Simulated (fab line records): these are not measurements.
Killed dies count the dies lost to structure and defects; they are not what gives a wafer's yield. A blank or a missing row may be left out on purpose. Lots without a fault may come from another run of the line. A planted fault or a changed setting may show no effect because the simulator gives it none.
Which tool is to blame? | flow gf180mcu | 12 lots (36 wafers sampled), 1 step of a 602-step route

WHAT THE GAUGES READ, wafer by wafer
GF_MVSD_OVL_MEAS_07.
lot  | measured     | on         | MVSD_OVL (nm)
L075 | day 4 15:35  | overlay-02 | 0.3 -1.6 -0.3
L077 | day 5 03:05  | overlay-01 | 0.6 1.2 1.0
L079 | day 5 14:56  | overlay-02 | 1.6 0.7 -0.4
L081 | day 6 03:44  | overlay-01 | 2.5 -0.1 1.2
L083 | day 6 12:47  | overlay-01 | -1.0 -2.0 -0.3
L085 | day 7 02:55  | overlay-02 | -2.6 -2.5 -2.1
L087 | day 7 15:10  | overlay-02 | -2.0 -5.2 -2.7
L089 | day 8 01:04  | overlay-01 | 1.4 -0.8 0.9
L091 | day 8 13:02  | overlay-01 | -0.8 1.2 -0.2
L093 | day 9 00:37  | overlay-01 | -2.3 0.9 -1.2
L095 | day 9 10:13  | overlay-02 | -2.2 -2.6 -4.4
L097 | day 10 01:20 | overlay-01 | 0.9 -0.6 0.7

WHICH TOOL RAN EACH LOT (tool, then ch and the chambers of the sampled wafers, then the start)
No process step before these readings appears in the record.

THE ANSWER, worked out from the rows above alone
Rule: the lots themselves supply what counts as usual. The widest of any qualifying gaps counts: lots, ordered by their means at a reading, are off when they make up no more than a third of the lots, leave a main group of 4 or more, and stand apart from it by 3 or more times the standard deviation of that group's means. The tables above print the reading to a certain number of digits; a main group whose means all agree to those digits is not used. A lot without any number at a reading at which 4 lots or more have one is off too. All remaining lots with rows at the step are treated as sound.
Nothing can be told from this: no lot is off at any reading shown.

WHAT THE SIMULATOR HAD PUT IN
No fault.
